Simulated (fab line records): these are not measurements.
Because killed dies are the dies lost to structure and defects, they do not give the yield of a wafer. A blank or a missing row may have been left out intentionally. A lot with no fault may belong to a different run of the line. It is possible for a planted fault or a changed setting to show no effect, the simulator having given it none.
Split-lot trial :: flow gf180mcu :: 23 wafers read from 5 lots, route of 602 steps

== ON THE SPLIT ==
At GF_VT_IMPLANT_IMPLANT_30, the setting doseCm2 was moved away from the recipe's 2.534e+12 on 5 of the 23 wafers read, by -7.9% to +14.1%. For the rest of the wafers, this setting stayed at what the recipe calls for.

== FROM THE SPLIT TO THE READING: what the file shows between them, 1 step ==
- GF_VT_IMPLANT_STRIP_31: strips in O2/N2

== THE READING ==
VT_IMPLANT_3_TW, at GF_VT_IMPLANT_TW_MEAS_32. Typical for fault-free wafers on this fab line: 267.4, with standard deviation 1.9.

wafer: L074.1
tool, chamber at the split: implanter-04, 0
doseCm2 as run: 2.534e+12
against the recipe: recipe
VT_IMPLANT_3_TW: 272.1
against lot-mates on the recipe: -

wafer: L074.2
tool, chamber at the split: implanter-04, 0
doseCm2 as run: 2.892e+12
against the recipe: +14.1%
VT_IMPLANT_3_TW: 283.3
against lot-mates on the recipe: +11.2

wafer: L074.3
tool, chamber at the split: implanter-04, 0
doseCm2 as run: 2.892e+12
against the recipe: +14.1%
VT_IMPLANT_3_TW: 281.6
against lot-mates on the recipe: +9.5

wafer: L074.4
tool, chamber at the split: implanter-04, 0
doseCm2 as run: 2.892e+12
against the recipe: +14.1%
VT_IMPLANT_3_TW: 283.3
against lot-mates on the recipe: +11.2

wafer: L074.5
tool, chamber at the split: implanter-04, 0
doseCm2 as run: 2.534e+12
against the recipe: recipe
VT_IMPLANT_3_TW: 272.2
against lot-mates on the recipe: -

wafer: L077.1
tool, chamber at the split: implanter-04, 0
doseCm2 as run: 2.534e+12
against the recipe: recipe
VT_IMPLANT_3_TW: 265.6
against lot-mates on the recipe: -

wafer: L077.2
tool, chamber at the split: implanter-04, 0
doseCm2 as run: 2.534e+12
against the recipe: recipe
VT_IMPLANT_3_TW: 266.7
against lot-mates on the recipe: -

wafer: L077.4
tool, chamber at the split: implanter-04, 0
doseCm2 as run: 2.534e+12
against the recipe: recipe
VT_IMPLANT_3_TW: 267.3
against lot-mates on the recipe: -

wafer: L077.5
tool, chamber at the split: implanter-04, 0
doseCm2 as run: 2.534e+12
against the recipe: recipe
VT_IMPLANT_3_TW: 267.0
against lot-mates on the recipe: -

wafer: L077.6
tool, chamber at the split: implanter-04, 0
doseCm2 as run: 2.534e+12
against the recipe: recipe
VT_IMPLANT_3_TW: 265.4
against lot-mates on the recipe: -

wafer: L081.1
tool, chamber at the split: implanter-02, 0
doseCm2 as run: 2.534e+12
against the recipe: recipe
VT_IMPLANT_3_TW: 266.4
against lot-mates on the recipe: -

wafer: L081.2
tool, chamber at the split: implanter-02, 0
doseCm2 as run: 2.534e+12
against the recipe: recipe
VT_IMPLANT_3_TW: 266.7
against lot-mates on the recipe: -

wafer: L081.3
tool, chamber at the split: implanter-02, 0
doseCm2 as run: 2.534e+12
against the recipe: recipe
VT_IMPLANT_3_TW: 265.0
against lot-mates on the recipe: -

wafer: L081.5
tool, chamber at the split: implanter-02, 0
doseCm2 as run: 2.534e+12
against the recipe: recipe
VT_IMPLANT_3_TW: 265.3
against lot-mates on the recipe: -

wafer: L081.6
tool, chamber at the split: implanter-02, 0
doseCm2 as run: 2.534e+12
against the recipe: recipe
VT_IMPLANT_3_TW: 267.2
against lot-mates on the recipe: -

wafer: L082.2
tool, chamber at the split: implanter-03, 0
doseCm2 as run: 2.534e+12
against the recipe: recipe
VT_IMPLANT_3_TW: 266.6
against lot-mates on the recipe: -

wafer: L082.3
tool, chamber at the split: implanter-03, 0
doseCm2 as run: 2.534e+12
against the recipe: recipe
VT_IMPLANT_3_TW: 266.6
against lot-mates on the recipe: -

wafer: L082.5
tool, chamber at the split: implanter-03, 0
doseCm2 as run: 2.534e+12
against the recipe: recipe
VT_IMPLANT_3_TW: 265.4
against lot-mates on the recipe: -

wafer: L084.1
tool, chamber at the split: implanter-03, 0
doseCm2 as run: 2.534e+12
against the recipe: recipe
VT_IMPLANT_3_TW: 265.9
against lot-mates on the recipe: -

wafer: L084.2
tool, chamber at the split: implanter-03, 0
doseCm2 as run: 2.534e+12
against the recipe: recipe
VT_IMPLANT_3_TW: 265.6
against lot-mates on the recipe: -

wafer: L084.3
tool, chamber at the split: implanter-03, 0
doseCm2 as run: 2.333e+12
against the recipe: -7.9%
VT_IMPLANT_3_TW: 258.7
against lot-mates on the recipe: -7.4

wafer: L084.4
tool, chamber at the split: implanter-03, 0
doseCm2 as run: 2.534e+12
against the recipe: recipe
VT_IMPLANT_3_TW: 266.7
against lot-mates on the recipe: -

wafer: L084.5
tool, chamber at the split: implanter-03, 0
doseCm2 as run: 2.333e+12
against the recipe: -7.9%
VT_IMPLANT_3_TW: 260.0
against lot-mates on the recipe: -6.1

THE FIT
A straight line over all 23 wafers: VT_IMPLANT_3_TW changes by +1.09 for each +1% of doseCm2; r = +0.96; the points scatter about the line by 1.9.
The same after taking each lot's own level away (the mean of its wafers on the recipe; 23 wafers): +0.769 for each +1%; r = +0.99; scatter 0.74.
The reading moves by 11 for the largest change in doseCm2, on that fit.
Across the lots, their own levels run from 266.07 to 272.15, a range of 3.2 times the standard deviation given above.
Hence the slope depends on the lot-to-lot level, as the two fits are not the same.
Check: with one of the wafers moved furthest among these (+14.1%) left out of the fit, the line predicts +10.6 for it against its lot-mates. It came out at +11.2 against them.

== THE OTHER SPLITS THESE WAFERS WENT THROUGH ==
Before the reading, these wafers also passed through other splits. Each is held against what the fit with the lots' levels taken away leaves over:
other split on the same wafers: GF_STI_OXIDATION_01 tempC
wafers away from the commonest value: 18
r with VT_IMPLANT_3_TW (lot level and that fit taken away): +0.14

other split on the same wafers: GF_STI_PEB_10 pebTempC
wafers away from the commonest value: 12
r with VT_IMPLANT_3_TW (lot level and that fit taken away): +0.09

other split on the same wafers: GF_DNWELL_COAT_02 spinRpm
wafers away from the commonest value: 6
r with VT_IMPLANT_3_TW (lot level and that fit taken away): +0.10

other split on the same wafers: GF_DNWELL_STRIP_08 platenTempC
wafers away from the commonest value: 5
r with VT_IMPLANT_3_TW (lot level and that fit taken away): -0.36

other split on the same wafers: GF_NWELL_IMPLANT_09 energyKev
wafers away from the commonest value: 9
r with VT_IMPLANT_3_TW (lot level and that fit taken away): +0.15

other split on the same wafers: GF_MVPSD_COAT_02 spinRpm
wafers away from the commonest value: 4
r with VT_IMPLANT_3_TW (lot level and that fit taken away): -0.25

other split on the same wafers: GF_VT_IMPLANT_IMPLANT_08 doseCm2
wafers away from the commonest value: 4
r with VT_IMPLANT_3_TW (lot level and that fit taken away): -0.09

other split on the same wafers: GF_VT_IMPLANT_COAT_24 spinRpm
wafers away from the commonest value: 7
r with VT_IMPLANT_3_TW (lot level and that fit taken away): -0.31

== THE FILE'S OWN FIT ==
VT_IMPLANT_3_TW changes by +0.773 for each +1% of doseCm2, r = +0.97.
